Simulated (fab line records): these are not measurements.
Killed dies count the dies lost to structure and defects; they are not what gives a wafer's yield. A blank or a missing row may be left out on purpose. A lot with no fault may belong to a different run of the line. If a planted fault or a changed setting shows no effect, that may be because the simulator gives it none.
fab line records	flow sky130
[record] lots = 5	wafers = 15	lastDay = 50
route steps=708 shown GATE_OXIDE@192 POLY_GATE@204 RES_PROTECT@207 PAD_OPEN@708
lots that met no fault: taken from a fault-free run of the same line
startH: hours from the record's opening day to when the first of the lot's shown wafers began	waitH: how many hours have passed since the lot's step before this one	" as in the row above	L1.1+2: a single row standing in for several wafers	- no value present, or no start provided	* or withheld: withheld	< > ~ a bound
route shown NAME@n: a module of which the file shows steps, and the number in the route of the first	usual: mean/standard deviation of fault-free wafers	same: alike in all rows	chamber/n: place in a boat	sites: the reading at each site	_std_site: the standard deviation of these	_edge_site: the outer-site mean with the inner-site mean subtracted	radiusMm: for every site, how far away it sits from the centre of the wafer	mask NAME#n: copy n	behind: the last tool/chamber to shape the wafer	hold: what put the lot on hold/how long, in hours/how the hold closed	device: names the non-switching transistor (n, p or np)	end of line: the route-end tests of the same wafers	for a step that has no rows: nothing shown but its recipe	killed: count of dies lost to structure and defects at first sort (not the wafer's yield)	map: the dies of a wafer, with x for killed, . for not killed, _ for no die there
set.NAME: the setting that was run; set.NAME@STEP: the one run at that earlier step	model.NAME: the simulator's own value behind a step, which no gauge read
lots at some steps of the route; a table a step, a row a wafer
services: from which hour (startH, from the record's first day; less than 0 if before it) a tool's chamber was out of use, for how many hours, and why
[[steps]]
[step SKY_GATE_OXIDE_COAT_05]
[recipe] resist = NOVOLAK	spinRpm = 3000	resistThkNm = 1140
[step SKY_GATE_OXIDE_SOFTBAKE_06]
[recipe] tempC = 90	timeS = 60	resist = NOVOLAK
[step SKY_GATE_OXIDE_EXPOSE_07]
[recipe] maskId = LVOM	na = 0.6	sourceShape = conventional	sigmaOuter = 0.6	polarization = unpolarized	targetCdNm = 600	doseMj = 170
[step SKY_GATE_OXIDE_PEB_08]
[recipe] tempC = withheld	timeS = *	resist = NOVOLAK
[step SKY_GATE_OXIDE_DEVELOP_09]
[recipe] resist = NOVOLAK	developer = TMAH	developTimeS = 60	devTempC = 23
[step SKY_GATE_OXIDE_IMPLANT_11]
[recipe] species = B	energyKev = 10	doseCm2 = 2.6e+12	tiltDeg = withheld
[step SKY_GATE_OXIDE_WET_ETCH_12]
[recipe] chemistry = dHF	targetDepthNm = 16.8	dry = n2Spin	target = SiO2	dilution = 100:1	tempC = 25	timeS = 336
[step SKY_GATE_OXIDE_STRIP_13]
[recipe] chemistry = O2/N2	powerW = 1400	pressureMtorr = 1500	platenTempC = withheld	o2FlowSccm = 3000	n2FlowSccm = 300	overashFraction = 0.5
[step SKY_GATE_OXIDE_CLEAN_15]
[recipe] chemistry = SC1/SC2	mix = 1:4:20	tempC = 70	timeS = 150	dry = n2Spin
[step SKY_GATE_OXIDE_OXIDATION_16]
[recipe] tempC = 800	ambient = O2	idleTempC = 700	rampUpCPerMin = 10	rampDownCPerMin = 3	stabiliseS = 600	purgeS = 300	targetThkA = 35.7	oxTimeS = 1915
[step SKY_POLY_GATE_CVD_00]
[recipe] material = poly-Si	targetThkNm = 180	tempC = 620	timeS = 720	pressureMtorr = 200
[usual] spikeTcLowerC = 621.3/1.1
lot.wafer	tool	chamber	startH	waitH	spikeTcLowerC	model.poly-Si_of_POLY_GATE_CVD_00.thkNm
L341.2	lpcvd-01	1	360.99	0.0	622.2	180.3
L341.4	"	1	"	"	623.2	181.7
L341.5	"	1	"	"	621.5	180.3
L349.2	lpcvd-01	0	428.80	0.0	620.5	156.6
L349.4	"	0	"	"	620.7	155.1
L349.5	"	0	"	"	622.0	154.5
L351.2	lpcvd-01	0	435.85	0.0	622.8	153.7
L351.4	"	0	"	"	622.4	153.7
L351.5	"	0	"	"	620.1	153.7
L350.1	lpcvd-01	0	437.05	0.8	619.9	156.1
L350.3	"	0	"	"	620.4	155.3
L350.5	"	0	"	"	621.1	154.9
L359.1	lpcvd-01	0	502.77	0.0	621.6	179
L359.4	"	0	"	"	619.5	179.5
L359.6	"	0	"	"	621.7	179
[step SKY_POLY_GATE_THK_MEAS_01]
[recipe] reads = poly-Si_of_POLY_GATE_CVD_00
[usual] POLY_GATE_CVD_00_THK = 180.3/1.3
lot.wafer	tool	chamber	startH	waitH	hold	POLY_GATE_CVD_00_THK[nm]
L341.2	filmMetro-02	-	362.80	0.0	-	180.3
L341.4	"	-	"	"	-	181.7
L341.5	"	-	"	"	-	180.2
L349.2	filmMetro-03	-	430.01	0.0	awaitDispo/0.2h/release	156.6
L349.4	"	-	"	"	awaitDispo/0.2h/release	155.1
L349.5	"	-	"	"	awaitDispo/0.2h/release	154.5
L349.2	filmMetro-03	-	430.23	0.2	-	156.5
L349.4	"	-	"	"	-	155.3
L349.5	"	-	"	"	-	154.4
L351.2	filmMetro-03	-	437.09	0.0	awaitDispo/0.2h/release	153.7
L351.4	"	-	"	"	awaitDispo/0.2h/release	153.8
L351.5	"	-	"	"	awaitDispo/0.2h/release	153.6
L351.2	filmMetro-03	-	437.32	0.2	-	153.7
L351.4	"	-	"	"	-	153.7
L351.5	"	-	"	"	-	153.7
L350.1	filmMetro-04	-	438.25	0.0	awaitDispo/0.2h/release	156.2
L350.3	"	-	"	"	awaitDispo/0.2h/release	155.3
L350.5	"	-	"	"	awaitDispo/0.2h/release	154.8
L350.1	filmMetro-04	-	438.47	0.2	-	156.1
L350.3	"	-	"	"	-	155.3
L350.5	"	-	"	"	-	154.8
L359.1	filmMetro-04	-	503.97	0.0	-	179.0
L359.4	"	-	"	"	-	179.3
L359.6	"	-	"	"	-	178.9
[step SKY_RES_PROTECT_HMDS_01]
[recipe] primeTimeS = 60	primeTempC = 120
[step SKY_RES_PROTECT_COAT_02]
[recipe] resist = NOVOLAK	spinRpm = 3000	resistThkNm = 1140
[step SKY_RES_PROTECT_SOFTBAKE_03]
[recipe] tempC = 90	timeS = 60	resist = NOVOLAK
[step SKY_RES_PROTECT_EXPOSE_04]
[recipe] maskId = RPM	na = 0.6	sourceShape = conventional	sigmaOuter = 0.6	polarization = unpolarized	targetCdNm = 1270	doseMj = 131
[step SKY_RES_PROTECT_PEB_05]
[recipe] tempC = withheld	timeS = *	resist = NOVOLAK
[step SKY_RES_PROTECT_DEVELOP_06]
[recipe] resist = NOVOLAK	developer = TMAH	developTimeS = 60	devTempC = 23
[step SKY_POLY_GATE_IMPLANT_02]
[recipe] species = P	energyKev = 30	doseCm2 = 7.7e+15	tiltDeg = 0
[step SKY_RES_PROTECT_STRIP_07]
[recipe] chemistry = O2/N2	powerW = 1400	pressureMtorr = 1500	platenTempC = withheld	o2FlowSccm = 3000	n2FlowSccm = 300	overashFraction = 0.5
[step SKY_RES_PROTECT_CLEAN_09]
[recipe] chemistry = SC1/SC2	mix = 1:4:20	tempC = 70	timeS = 150	dry = n2Spin
[same] timeS = 150
lot.wafer	tool	chamber	startH	waitH	model.poly-Si_of_POLY_GATE_CVD_00.thkNm
L341.2	wetBench-04	0	390.16	0.1	179.7
L341.4	"	0	"	"	181.1
L341.5	"	0	"	"	179.6
L349.2	wetBench-01	1	461.10	0.0	155.9
L349.4	"	1	"	"	154.5
L349.5	"	1	"	"	153.9
L351.2+4+5	wetBench-03	1	468.60	0.0	153.1
L350.1	wetBench-01	0	469.50	0.1	155.5
L350.3	"	0	"	"	154.7
L350.5	"	0	"	"	154.2
L359.1	wetBench-03	1	534.75	0.1	178.4
L359.4	"	1	"	"	178.8
L359.6	"	1	"	"	178.3
[step SKY_POLY_GATE_CVD_03]
[recipe] material = Si3N4	precursor = DCS/NH3	targetThkNm = 75	tempC = 770	timeS = 1290	pressureMtorr = 250
[step SKY_POLY_GATE_DEHYDRATE_05]
[recipe] tempC = 200	timeS = 60
[step SKY_POLY_GATE_HMDS_06]
[recipe] primeTimeS = 60	primeTempC = 120
[step SKY_POLY_GATE_COAT_07]
[recipe] resist = BARC	tempC = withheld	timeS = withheld	spinRpm = 3000	resistThkNm = 110
[step SKY_POLY_GATE_COAT_08]
[recipe] resist = KrF-thick	spinRpm = 3000	resistThkNm = 450
[step SKY_POLY_GATE_SOFTBAKE_09]
[recipe] tempC = 100	timeS = 90	resist = KrF-thick
[step SKY_POLY_GATE_EXPOSE_10]
[recipe] maskId = P1M	na = 0.68	sourceShape = conventional	sigmaOuter = 0.6	targetCdNm = 150	doseMj = 28
[step SKY_POLY_GATE_PEB_11]
[recipe] pebTempC = withheld	pebTimeS = withheld	resist = KrF-thick
[step SKY_POLY_GATE_DEVELOP_12]
[recipe] developTimeS = 60	resist = KrF-thick	devTempC = 21
[step SKY_POLY_GATE_ETCH_15]
[recipe] chemistry = N2/H2	target = BARC	ionEnergyEv = 200	sourceW = 500	biasW = 100	pressureMtorr = 30	n2FlowSccm = 100	h2FlowSccm = 200	stopOn = SiO2	timeS = 118.5	targetDepthA = 1100
[step SKY_POLY_GATE_ETCH_16]
[recipe] stopOn = poly-Si	chemistry = CH3F/O2	target = Si3N4	sourceW = 400	biasW = 80	pressureMtorr = 25	ch3fFlowSccm = 40	O2_flow_sccm = 30	timeS = 147.5	targetDepthA = 750
[step SKY_POLY_GATE_ETCH_17]
[recipe] targetDepthNm = 180	stopOn = SiO2	overEtchFrac = 0.56667	chemistry = HBr/Cl2	target = poly-Si	icpW = 400	biasW = 100	pressureMtorr = 10	HBr_flow_sccm = 150	Cl2_flow_sccm = 50	timeS = 70.5
[usual] drypumpMotorCurrentA = 5.6/0.58	oesProductAu = 0.989/0.0067	rfFwdPowerW = 396.0/1.4	throttleValvePct = 33.684/0.009
[same] timeS = 70.5
lot.wafer	tool	chamber	startH	waitH	drypumpMotorCurrentA	oesProductAu	rfFwdPowerW	rfHoursCounterH	throttleValvePct	model.POLY_GATE.featureDepthNm	model.etch.depthNm
L341.2	rieSi-02	3	421.88	0.0	6.7	0.995	397.1	77	33.677	179.7	179.7
L341.4	"	1	"	"	5.0	0.990	396.5	-	33.694	181.1	181.1
L341.5	"	3	"	"	6.7	0.996	393.5	-	33.681	179.6	179.6
L349.2	rieSi-01	0	494.30	0.0	5.7	0.899	396.6	2	33.689	155.9	155.9
L349.4	"	3	"	"	6.0	0.894	395.7	4	33.682	154.5	154.5
L349.5	"	2	"	"	5.6	0.888	397.1	-	33.681	153.9	153.9
L351.2	rieSi-02	3	501.73	0.0	6.8	0.887	398.5	0	33.681	153.1	153.1
L351.4	"	2	"	"	5.3	0.893	396.9	1	33.685	153.1	153.1
L351.5	"	1	"	"	4.9	0.888	395.1	-	33.683	153.1	153.1
L350.1	rieSi-01	1	502.78	0.0	6.0	0.892	395.8	4	33.678	155.5	155.5
L350.3	"	2	"	"	5.6	0.899	396.4	39	33.684	154.7	154.7
L350.5	"	0	"	"	5.6	0.893	393.6	-	33.697	154.2	154.2
L359.1	rieSi-01	1	567.43	0.0	6.0	0.990	394.0	4	33.686	178.4	178.4
L359.4	"	2	"	"	5.6	0.980	396.3	40	33.682	178.8	178.8
L359.6	"	1	"	"	6.0	0.989	393.7	-	33.682	178.3	178.3
[step SKY_POLY_GATE_STRIP_18]
[recipe] chemistry = O2/N2	powerW = 1400	pressureMtorr = 1500	platenTempC = withheld	o2FlowSccm = 3000	n2FlowSccm = 300	overashFraction = 0.5
[step SKY_PAD_OPEN_PROBE_99]
[usual] killed_at_M0_to_M3 = 44/8.6	killed_at_M4_up = 3.4/1.9	killedAtContacts = 23/5.7	killedAtFrontEnd = 15/4.5	killedAtOther = 0.4/0.62	killedDies = 86/11	killedOpen = 46/7.6	killedShort = 39/6.3
[same] grossDies = 492	killedAtBackSide = 0
lot.wafer	tool	chamber	startH	waitH	killed_at_M0_to_M3	killed_at_M4_up	killedAtContacts	killedAtFrontEnd	killedAtOther	killedDies	killedOpen	killedShort	model.etest.resXhighPo.lineOhmUm	model.etest.resXhighPo.rsOhmSq	model.etest.resHighPo.lineOhmUm	model.etest.resPoly.lineOhmUm	model.etest.resHighPo.rsOhmSq	model.etest.liconHighPo.rcOhm	model.etest.capLiToPoly.cAfUm2	model.etest.resPoly.rsOhmSq
L341.2	prober-01	-	1117.03	0.1	54	4	26	14	1	99	58	40	5811	2002	745.1	514.4	261.9	346.6	96.14	48.75
L341.4	prober-01	-	1117.13	0.2	47	4	17	17	1	86	45	41	5837	2053	743.7	511	260.9	358.4	100.3	48.16
L341.5	prober-01	-	1117.18	0.2	45	3	25	8	0	81	38	42	5591	2002	738.5	502.6	259.2	348.5	97.12	47.85
L349.2	prober-02	-	1159.50	0.1	27	1	18	15	0	61	34	26	5357	1910	811.6	578.7	279.9	318	93.06	52.97
L349.4	prober-02	-	1159.60	0.2	42	4	12	14	0	72	33	36	5514	1917	829	588.2	287.2	314.4	90.71	53.67
L349.5	prober-02	-	1159.65	0.2	33	2	26	15	0	76	45	31	5358	1877	805.6	572.3	281.7	319.4	91.49	53.31
L351.2	prober-01	-	1173.36	0.1	49	5	21	8	0	83	52	31	5472	1930	833.9	578.4	291.7	344.2	92.67	54.69
L351.4	prober-01	-	1173.46	0.2	50	5	16	15	1	87	45	41	5188	1800	803.9	589.2	279.9	314	92.24	53.39
L351.5	prober-01	-	1173.51	0.2	42	4	18	19	0	83	43	40	5403	1859	825.2	574.7	288.6	308.7	91.17	54.32
L350.1	prober-02	-	1174.29	0.1	43	2	28	11	0	84	48	36	5515	1955	815.7	557.8	289.4	332.9	93.44	54
L350.3	prober-02	-	1174.39	0.2	47	2	42	8	0	99	56	43	5660	1990	832.6	583.1	294.9	341.9	92.08	55.02
L350.5	prober-02	-	1174.49	0.2	35	3	27	14	0	79	42	34	5462	1889	829.7	567.4	287.5	320.6	90.85	53.89
L359.1	prober-02	-	1200.79	0.1	42	1	36	14	0	93	48	45	5668	2001	736.8	509.1	259.3	347.8	102.6	48.23
L359.4	prober-02	-	1200.94	0.2	45	5	19	22	1	92	48	43	5826	2036	755.8	513.5	260.3	334.9	98.17	48.18
L359.6	prober-02	-	1201.04	0.2	47	1	23	13	0	84	53	30	5666	2015	755.8	506	259.9	340.9	96.61	48.6
// killed by level:class
L341.2 VIA1:geometricParticle:open=17 CONTACT:geometricParticle:open=8 VIA2:geometricParticle:open=7 LOCAL_INTERCONNECT:geometricParticle:short=6 CONTACT:geometricParticle:short=5 VIA3:geometricParticle:open=5 VIA1:geometricParticle:short=5 METAL2:geometricParticle:short=5
L341.4 VIA1:geometricParticle:open=10 VIA3:geometricParticle:open=8 VIA1:geometricParticle:short=8 METAL1:geometricParticle:short=7 FIELD_ISO:geometricParticle:open=6 POLY_GATE:geometricParticle:open=5 METAL3:geometricParticle:short=5 CONTACT:geometricParticle:short=4
L341.5 VIA1:geometricParticle:open=9 LI_CONTACT:geometricParticle:open=7 METAL1:geometricParticle:short=6 METAL2:geometricParticle:short=6 VIA3:geometricParticle:open=6 LOCAL_INTERCONNECT:geometricParticle:short=5 CONTACT:geometricParticle:short=5 VIA2:geometricParticle:open=5
L349.2 CONTACT:geometricParticle:open=8 POLY_GATE:geometricParticle:open=5 POLY_GATE:geometricParticle:short=5 VIA3:geometricParticle:open=5 VIA1:geometricParticle:open=4 LI_CONTACT:geometricParticle:open=3 LI_CONTACT:geometricParticle:short=3 METAL1:geometricParticle:short=3
L349.4 VIA1:geometricParticle:open=8 VIA3:geometricParticle:open=8 CONTACT:geometricParticle:short=5 METAL1:geometricParticle:short=5 METAL3:geometricParticle:short=5 VIA2:geometricParticle:open=4 POLY_GATE:geometricParticle:short=3 LI_CONTACT:geometricParticle:open=3
L349.5 LI_CONTACT:geometricParticle:open=9 CONTACT:geometricParticle:open=9 VIA1:geometricParticle:open=7 VIA2:geometricParticle:open=6 METAL2:geometricParticle:short=5 POLY_GATE:geometricParticle:short=4 METAL1:geometricParticle:short=4 CONTACT:geometricParticle:short=4
L351.2 CONTACT:geometricParticle:open=11 VIA2:geometricParticle:open=10 VIA3:geometricParticle:open=9 VIA1:geometricParticle:open=9 METAL1:geometricParticle:short=6 VIA1:geometricParticle:short=6 LI_CONTACT:geometricParticle:open=5 METAL4:geometricParticle:short=4
L351.4 VIA1:geometricParticle:open=14 CONTACT:geometricParticle:short=7 VIA1:geometricParticle:short=6 VIA2:geometricParticle:open=6 FIELD_ISO:geometricParticle:open=5 VIA2:geometricParticle:short=5 METAL4:geometricParticle:short=5 METAL2:geometricParticle:short=4
L351.5 FIELD_ISO:geometricParticle:open=9 VIA2:geometricParticle:open=8 METAL3:geometricParticle:short=8 VIA1:geometricParticle:open=7 FIELD_ISO:geometricParticle:short=6 CONTACT:geometricParticle:open=6 VIA1:geometricParticle:short=6 CONTACT:geometricParticle:short=5
L350.1 VIA3:geometricParticle:open=13 VIA2:geometricParticle:open=10 CONTACT:geometricParticle:short=8 CONTACT:geometricParticle:open=7 LI_CONTACT:geometricParticle:open=6 METAL2:geometricParticle:short=4 LOCAL_INTERCONNECT:geometricParticle:short=4 VIA1:geometricParticle:open=4
L350.3 VIA1:geometricParticle:open=11 CONTACT:geometricParticle:open=10 VIA2:geometricParticle:open=10 LI_CONTACT:geometricParticle:short=9 VIA3:geometricParticle:open=8 CONTACT:geometricParticle:short=7 METAL2:geometricParticle:short=7 LOCAL_INTERCONNECT:geometricParticle:short=6
L350.5 CONTACT:geometricParticle:open=10 VIA3:geometricParticle:open=8 POLY_GATE:geometricParticle:short=5 LI_CONTACT:geometricParticle:short=5 LI_CONTACT:geometricParticle:open=5 VIA2:geometricParticle:open=5 VIA1:geometricParticle:open=5 POLY_GATE:geometricParticle:open=4
L359.1 LI_CONTACT:geometricParticle:open=9 CONTACT:geometricParticle:open=9 LOCAL_INTERCONNECT:geometricParticle:short=7 VIA2:geometricParticle:open=7 VIA1:geometricParticle:short=7 CONTACT:geometricParticle:short=6 VIA1:geometricParticle:open=5 VIA3:geometricParticle:open=5
L359.4 FIELD_ISO:geometricParticle:open=9 LI_CONTACT:geometricParticle:open=8 VIA1:geometricParticle:open=8 METAL1:geometricParticle:short=7 CONTACT:geometricParticle:open=6 VIA1:geometricParticle:short=6 VIA2:geometricParticle:open=6 METAL4:geometricParticle:short=5
L359.6 VIA1:geometricParticle:open=12 CONTACT:geometricParticle:open=9 VIA2:geometricParticle:open=9 LI_CONTACT:geometricParticle:open=8 VIA1:geometricParticle:short=6 POLY_GATE:geometricParticle:open=5 METAL1:geometricParticle:short=4 VIA3:geometricParticle:open=4
[[services]]
tool	chamber	startH	hours	kind
rieSi-02	0	362.53	-	clean
rieSi-02	0	362.53	20.6	scheduledDown
rieSi-02	0	362.53	20.6	ventCycle
rieSi-02	1	383.13	-	clean
rieSi-02	1	383.13	22.8	scheduledDown
rieSi-02	1	383.13	22.8	ventCycle
rieSi-02	0	391.91	8.0	repair
wetBench-04	-	399.80	1.8	repair
rieSi-02	2	405.91	-	clean
rieSi-02	2	405.91	16.3	scheduledDown
rieSi-02	2	405.91	16.3	ventCycle
rieSi-02	3	422.23	-	clean
rieSi-02	3	422.23	25.6	scheduledDown
rieSi-02	3	422.23	25.6	ventCycle
lpcvd-01	-	438.65	4.3	pm
rieSi-01	3	463.21	3.3	repair
rieSi-01	-	470.57	14.6	pm
wetBench-01	-	494.19	7.4	repair
rieSi-02	-	508.92	2.8	pm
wetBench-01	-	516.28	4.4	repair
[[key]]
[firstSign] step = SKY_POLY_GATE_THK_MEAS_01	reading = visit	direction = added
[effect] step = SKY_POLY_GATE_THK_MEAS_01	reading = POLY_GATE_CVD_00_THK	direction = down	sigmas = 20	usual = 180.3	struck = 154.8
[effect] step = SKY_POLY_GATE_ETCH_17	reading = oesProductAu	direction = down	sigmas = 14	usual = 0.989	struck = 0.893
[modelEffect] step = SKY_POLY_GATE_CVD_00	value = poly-Si_of_POLY_GATE_CVD_00.thkNm	without = 180.3	struck = 154.9
[modelEffect] step = SKY_RES_PROTECT_CLEAN_09	value = poly-Si_of_POLY_GATE_CVD_00.thkNm	without = 179.7	struck = 154.2
[modelEffect] step = SKY_POLY_GATE_ETCH_17	value = POLY_GATE.featureDepthNm	without = 179.5	struck = 154.2
[modelEffect] step = SKY_PAD_OPEN_PROBE_99	value = etest.resXhighPo.lineOhmUm	without = 5719	struck = 5437
metAt SKY_POLY_GATE_CVD_00
struckWafers L349.2,L349.4,L349.5,L350.1,L350.3,L350.5,L351.2,L351.4,L351.5
testerLeftOut L349,L350,L351
[fault] kind = processParameterDrift	tool = lpcvd-01	chamber = 0	onsetH = 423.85	steps = SKY_POLY_GATE_CVD_00	channel = targetThkNm	offset = -25.493	shape = step	endH = 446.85	stated = 180
// testerLeftOut: of these lots the tester's yield and bins aren't shown, on N5 and GAA mostly nor the transistor test; their killed dies are dies lost to structure and defects alone, not to doping, threshold or leakage, so they don't give the yield
